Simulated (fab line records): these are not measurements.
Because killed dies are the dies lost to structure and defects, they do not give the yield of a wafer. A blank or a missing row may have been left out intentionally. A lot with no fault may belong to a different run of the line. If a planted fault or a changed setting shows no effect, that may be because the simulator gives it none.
8D (eight disciplines) problem report, filled in by code    flow gf180mcu    the parts of the form that need people (team, actions taken, sign-off) are left out

== 1. THE PROBLEM ==
Mean NWELL_TW at GF_NWELL_TW_MEAS_11: 1459 over 6 wafers in 2 lots; fault-free wafers: 1582, standard deviation 7.6. Measured from the usual mean, that is -16 standard deviations.
First seen on wafer L375.3, day 7 21:32, on filmMetro-04. At this step, 36 wafers from 12 lots have a number in the record. Rule for "out", or "out of limits": more than 4 standard deviations from the usual mean. Any other wafer with a number is counted as sound.

== 2. WHAT THIS IS AND IS NOT ==
question                     is                      is not
which readings at this step  NWELL_TW                -
which lots                   L375, L377              L357, L358, L360, L363, L364, L365, L366, L367, L368, L378
which wafers of those lots   all that have a number  -
read on which gauges         filmMetro-04            filmMetro-01, filmMetro-03
when                         from day 7 21:32        up to then (27 sound wafers); but 3 sound wafers of L378 came after

== 3. THE SUSPECTS, EACH WITH WHAT RULES IT OUT ==
Counting: a tool stays on the suspect list if, at a process step up to the reading, it processed all lots that are out and no sound lot following the first of them.
- the gauge at GF_NWELL_TW_MEAS_11 has been ruled out. All the wafers that are out were read on filmMetro-04, but those of them that GF_NWELL_IMPLANT_08 has rows for are out there too, on other tools.
- implanter-04 at GF_NWELL_IMPLANT_08: kept. It processed each lot that is out, first L375 at day 7 21:10, and no sound lot thereafter; up to then, the last sound lot it processed was L364 at day 5 09:51. Out on those wafers are its own readings of doseIonsCm2, faradayCurrentUA.
The count leaves implanter-04 at GF_NWELL_IMPLANT_08.

== 4. THE CAUSE (what the simulator had put in) ==
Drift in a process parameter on implanter-04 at GF_NWELL_IMPLANT_08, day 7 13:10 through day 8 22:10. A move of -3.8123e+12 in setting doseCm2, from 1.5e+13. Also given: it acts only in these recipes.
The count eliminated every tool but this one.

== 5. SEQUENCE OF EFFECTS, ordered by route ==
Each row: a reading whose mean over the struck wafers that have a number lies more than 3 standard deviations from the usual. Readings are gone through only where the record gives a usual standard deviation; hours: the median, over the lots, of the time from a lot's start at the first step in this table giving one to that lot's start at this step; sigmas: the change measured in usual standard deviations.
hours  step                      reading           usual         on struck wafers  change       sigmas
0      GF_NWELL_IMPLANT_08       doseIonsCm2       1.5003e+13    1.1204e+13        -3.7993e+12  -99 or more
0      GF_NWELL_IMPLANT_08       faradayCurrentUA  84.6          63.4              -21.2        -13
0      GF_NWELL_TW_MEAS_11       NWELL_TW          1582          1459              -123         -16
131    GF_VT_IMPLANT_RS_MEAS_47  NWELL_RS          488.0 ohm/sq  569.1             +81.1        +68
It contains these process steps:
- GF_NWELL_IMPLANT_08

== 6. HOW IT WOULD HAVE BEEN CAUGHT EARLIER ==
In this record the first reading out of limits at a measuring or inspecting step was taken at day 7 21:32, 8 hours after the fault began at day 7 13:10.
At GF_NWELL_IMPLANT_08, the tool's own readings (doseIonsCm2, faradayCurrentUA) were out on each struck wafer the step has a row for, so an alarm limit on them would have fired on the first such wafer.
Lots out: 2; of these, L377 started GF_NWELL_IMPLANT_08 on implanter-04 after day 7 21:32. A hold on the tool at that time would have spared it.
